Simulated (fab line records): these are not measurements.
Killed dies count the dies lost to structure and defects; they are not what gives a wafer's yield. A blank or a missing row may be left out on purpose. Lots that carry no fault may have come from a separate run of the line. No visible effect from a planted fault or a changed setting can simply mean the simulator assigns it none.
fab line records | flow sfqLine
[record] lots = 5 | wafers = 15 | lastDay = 89
route steps=325 shown M8@315
lots with no fault: from the same line, run without faults
startH: start of the lot's first displayed wafer, in hours after the record's first day | waitH: hours from the lot's prior step to this one | " same as the row above | L1.1+2: one row covering several wafers at once | - no value present, or no start provided | * or withheld: withheld | < > ~ a bound
route shown NAME@n: NAME is a module with steps in the file, n the number in the route of the first one | usual: average and standard deviation across the fault-free wafers | same: alike in all rows | chamber/n: place in a boat | sites: per-site readings | _std_site: their standard deviation | _edge_site: mean of outer sites minus mean of inner sites | radiusMm: for every site, how far away it sits from the centre of the wafer | mask NAME#n: copy n | behind: tool/chamber where the wafer was last shaped | hold: the reason the lot was held/the length of the hold in hours/how it ended | device: transistor that didn't switch, given as n, p or np | end of line: the same wafers' tests at the end of the route | for a step that has no rows: nothing shown but its recipe | killed: count of dies lost to structure and defects at first sort (not the wafer's yield) | map: the dies of a wafer, with x for killed, . for not killed, _ for no die there
set.NAME: the setting the step ran with; set.NAME@STEP: the setting that earlier step ran with | model.NAME: the simulator's own value behind a step, which no gauge read
certain route steps with their lots: each step a table, each wafer a row
services: from which hour (startH, from the record's first day; less than 0 if before it) a tool's chamber was out of use, for how many hours, and why
[[steps]]
[step SFQ_TRILAYER_M8_LITHO_EXPOSE_194]
[recipe] maskId = M8 | na = 0.6 | sourceShape = conventional | sigmaOuter = 0.65 | targetCdNm = 2000 | doseMj = 14.4
lot.wafer  | tool          | chamber | startH  | waitH | mask
L076.2+3+4 | krfScanner-02 | 0       | 1842.37 | -     | M8#0
L079.3+5+6 | krfScanner-01 | 0       | 1858.94 | -     | M8#0
L084.1+3+6 | krfScanner-02 | 0       | 1970.52 | -     | M8#0
L086.1+3+4 | krfScanner-02 | 0       | 1972.92 | -     | M8#0
L095.1+3+5 | krfScanner-01 | 0       | 2131.32 | -     | M8#0
[step SFQ_TRILAYER_M8_LITHO_PEB_196]
[recipe] pebTempC = 115 | pebTimeS = 60 | resist = KrF
[same] pebTimeS = 60
lot.wafer  | tool          | chamber | startH  | waitH
L076.2+3+4 | lithoTrack-01 | 0       | 1843.39 | 0.8
L079.3+5+6 | lithoTrack-01 | 0       | 1859.79 | 0.7
L084.1+3+6 | lithoTrack-03 | 0       | 1971.72 | 1.0
L086.1+3+4 | lithoTrack-03 | 0       | 1974.12 | 1.0
L095.1+3+5 | lithoTrack-02 | 0       | 2132.52 | 1.0
[step SFQ_TRILAYER_M8_LITHO_DEVELOP_195]
[recipe] imgClearS = 15 | timeS = 55 | resist = KrF
lot.wafer  | tool          | chamber | startH  | waitH
L076.2+3+4 | lithoTrack-01 | 0       | 1843.54 | 0.1
L079.3+5+6 | lithoTrack-01 | 0       | 1859.94 | 0.1
L084.1+3+6 | lithoTrack-03 | 0       | 1971.87 | 0.1
L086.1+3+4 | lithoTrack-03 | 0       | 1974.27 | 0.1
L095.1+3+5 | lithoTrack-02 | 0       | 2132.67 | 0.1
[step SFQ_M8_OVL_MEAS_948]
[usual] M8_OVL = 1/4.9
lot.wafer | tool       | chamber | startH  | waitH | M8_OVL[nm]
L076.2    | overlay-01 | -       | 1843.67 | 0.1   | 4
L076.3    | "          | -       | "       | "     | 5
L076.4    | "          | -       | "       | "     | 2
L079.3    | overlay-01 | -       | 1860.05 | 0.1   | -5
L079.5    | "          | -       | "       | "     | -5
L079.6    | "          | -       | "       | "     | -3
L084.1    | overlay-02 | -       | 1972.02 | 0.1   | 4
L084.3    | "          | -       | "       | "     | 8
L084.6    | "          | -       | "       | "     | 3
L086.1    | overlay-01 | -       | 1974.42 | 0.1   | 4
L086.3    | "          | -       | "       | "     | 4
L086.4    | "          | -       | "       | "     | 6
L095.1    | overlay-01 | -       | 2132.81 | 0.1   | 2
L095.3    | "          | -       | "       | "     | -1
L095.5    | "          | -       | "       | "     | -2
[step SFQ_TRILAYER_M8_DEP_EVAP_197]
[recipe] material = Ti | angularSpreadDeg = 1 | targetThkNm = 20 | timeS = 100 | powerW = 2000
lot.wafer  | tool          | chamber | startH  | waitH
L076.2+3+4 | pvdSputter-02 | -       | 1843.70 | 0.0
L079.3+5+6 | pvdSputter-01 | -       | 1860.07 | 0.0
L084.1+3+6 | pvdSputter-02 | -       | 1972.05 | 0.0
L086.1+3+4 | pvdSputter-02 | -       | 1974.45 | 0.0
L095.1+3+5 | pvdSputter-01 | -       | 2132.85 | 0.0
[step SFQ_TRILAYER_M8_DEP_EVAP_198]
[recipe] material = Pt | angularSpreadDeg = 1 | targetThkNm = 50 | timeS = 250 | powerW = 2000
lot.wafer  | tool          | chamber | startH  | waitH
L076.2+3+4 | pvdSputter-02 | -       | 1843.77 | 0.0
L079.3+5+6 | pvdSputter-01 | -       | 1860.14 | 0.0
L084.1+3+6 | pvdSputter-02 | -       | 1972.12 | 0.0
L086.1+3+4 | pvdSputter-02 | -       | 1974.52 | 0.0
L095.1+3+5 | pvdSputter-01 | -       | 2132.92 | 0.0
[step SFQ_TRILAYER_M8_DEP_EVAP_196]
[recipe] material = Au | angularSpreadDeg = 1 | targetThkNm = 180 | timeS = 882.1 | powerW = 2000
lot.wafer  | tool          | chamber | startH  | waitH
L076.2+3+4 | pvdSputter-02 | -       | 1843.92 | 0.1
L079.3+5+6 | pvdSputter-01 | -       | 1860.30 | 0.1
L084.1+3+6 | pvdSputter-02 | -       | 1972.28 | 0.1
L086.1+3+4 | pvdSputter-02 | -       | 1974.68 | 0.1
L095.1+3+5 | pvdSputter-01 | -       | 2133.08 | 0.1
[step SFQ_M8_RS_MEAS_949]
[recipe] thkMeasGauge = four-point-probe | reads = Au_of_TRILAYER_M8_DEP_EVAP_196+Pt_of_TRILAYER_M8_DEP_EVAP_198+Ti_of_TRILAYER_M8_DEP_EVAP_197
[usual] M8_AU_RS = 0.1558/0.0018
lot.wafer | tool         | chamber | startH  | waitH | M8_AU_RS[ohm/sq]
L076.2    | filmMetro-03 | -       | 1844.46 | 0.3   | 0.1584
L076.3    | "            | -       | "       | "     | 0.1565
L076.4    | "            | -       | "       | "     | 0.1581
L079.3    | filmMetro-01 | -       | 1860.85 | 0.3   | 0.1533
L079.5    | "            | -       | "       | "     | 0.1535
L079.6    | "            | -       | "       | "     | 0.1550
L084.1    | filmMetro-01 | -       | 1972.80 | 0.3   | 0.1560
L084.3    | "            | -       | "       | "     | 0.1541
L084.6    | "            | -       | "       | "     | 0.1581
L086.1    | filmMetro-04 | -       | 1975.20 | 0.3   | 0.1583
L086.3    | "            | -       | "       | "     | 0.1585
L086.4    | "            | -       | "       | "     | 0.1573
L095.1    | filmMetro-03 | -       | 2133.60 | 0.3   | 0.1554
L095.3    | "            | -       | "       | "     | 0.1556
L095.5    | "            | -       | "       | "     | 0.1576
[step SFQ_M8_THK_MEAS_950]
[recipe] thkMeasGauge = xrf | reads = Au_of_TRILAYER_M8_DEP_EVAP_196
[usual] M8_AU_THK = 179.0/2.6
lot.wafer | tool         | chamber | startH  | waitH | M8_AU_THK[nm]
L076.2    | filmMetro-03 | -       | 1844.57 | 0.1   | 175.8
L076.3    | "            | -       | "       | "     | 178.1
L076.4    | "            | -       | "       | "     | 175.4
L079.3    | filmMetro-01 | -       | 1860.95 | 0.1   | 184.3
L079.5    | "            | -       | "       | "     | 184.3
L079.6    | "            | -       | "       | "     | 181.8
L084.1    | filmMetro-01 | -       | 1972.92 | 0.1   | 180.4
L084.3    | "            | -       | "       | "     | 183.1
L084.6    | "            | -       | "       | "     | 177.8
L086.1    | filmMetro-04 | -       | 1975.32 | 0.1   | 174.5
L086.3    | "            | -       | "       | "     | 174.3
L086.4    | "            | -       | "       | "     | 176.7
L095.1    | filmMetro-03 | -       | 2133.72 | 0.1   | 178.1
L095.3    | "            | -       | "       | "     | 177.2
L095.5    | "            | -       | "       | "     | 176.1
[step SFQ_TRILAYER_M8_LIFTOFF_LIFTOFF_197]
[recipe] tempC = 80 | timeS = 600 | chemistry = NMP
lot.wafer  | tool        | chamber | startH  | waitH
L076.2+3+4 | wetBench-03 | 2,4,1   | 1844.62 | 0.0
L079.3+5+6 | wetBench-04 | 7,5,6   | 1860.99 | 0.0
L084.1+3+6 | wetBench-03 | 3,4,6   | 1972.98 | 0.1
L086.1+3+4 | wetBench-03 | 5,7,4   | 1975.38 | 0.1
L095.1+3+5 | wetBench-02 | 3,0,7   | 2133.78 | 0.1
[step SFQ_M8_BOW_MEAS_951]
[recipe] mode = bow
[usual] M8_BOW = 9/11
lot.wafer | tool         | chamber | startH  | waitH | M8_BOW[um]
L076.2    | filmMetro-04 | -       | 1844.81 | 0.0   | -6
L076.3    | "            | -       | "       | "     | -1
L076.4    | "            | -       | "       | "     | -5
L079.3    | filmMetro-03 | -       | 1861.23 | 0.0   | 18
L079.5    | "            | -       | "       | "     | 14
L079.6    | "            | -       | "       | "     | 12
L084.1    | filmMetro-04 | -       | 1973.15 | 0.0   | -11
L084.3    | "            | -       | "       | "     | 8
L084.6    | "            | -       | "       | "     | 2
L086.1    | filmMetro-03 | -       | 1975.55 | 0.0   | 36
L086.3    | "            | -       | "       | "     | 32
L086.4    | "            | -       | "       | "     | 23
L095.1    | filmMetro-04 | -       | 2133.95 | 0.0   | 7
L095.3    | "            | -       | "       | "     | 9
L095.5    | "            | -       | "       | "     | 16
[[services]]
tool          | chamber | startH  | hours | kind
pvdSputter-02 | -       | 1835.79 | 6.4   | repair
pvdSputter-01 | -       | 1846.40 | 2.7   | repair
krfScanner-01 | -       | 1847.74 | 7.2   | pm
krfScanner-02 | -       | 1866.25 | 1.0   | pm
krfScanner-01 | -       | 1885.57 | 1.0   | pm
krfScanner-01 | -       | 1905.07 | 8.0   | pm
pvdSputter-02 | -       | 1912.11 | 4.7   | repair
pvdSputter-02 | -       | 1912.78 | 0.7   | repair
krfScanner-02 | -       | 1914.01 | 1.3   | pm
krfScanner-01 | -       | 1940.53 | 4.0   | pm
wetBench-03   | -       | 1964.50 | 1.4   | repair
krfScanner-01 | -       | 1966.32 | 1.3   | pm
pvdSputter-01 | -       | 1987.88 | 7.0   | repair
krfScanner-01 | -       | 2029.32 | 0.8   | pm
wetBench-04   | -       | 2034.94 | 1.9   | pm
krfScanner-02 | -       | 2035.44 | 1.0   | pm
wetBench-02   | -       | 2049.21 | 2.2   | repair
krfScanner-01 | -       | 2054.77 | 1.0   | pm
pvdSputter-02 | -       | 2054.80 | 1.7   | repair
pvdSputter-02 | -       | 2064.45 | 1.3   | repair
krfScanner-02 | -       | 2088.49 | 1.3   | pm
krfScanner-01 | -       | 2114.95 | 0.9   | repair
pvdSputter-02 | 3       | 2126.88 | -     | consumableReplace:kit
pvdSputter-02 | 3       | 2126.88 | 18.0  | scheduledDown
[[key]]
fault none
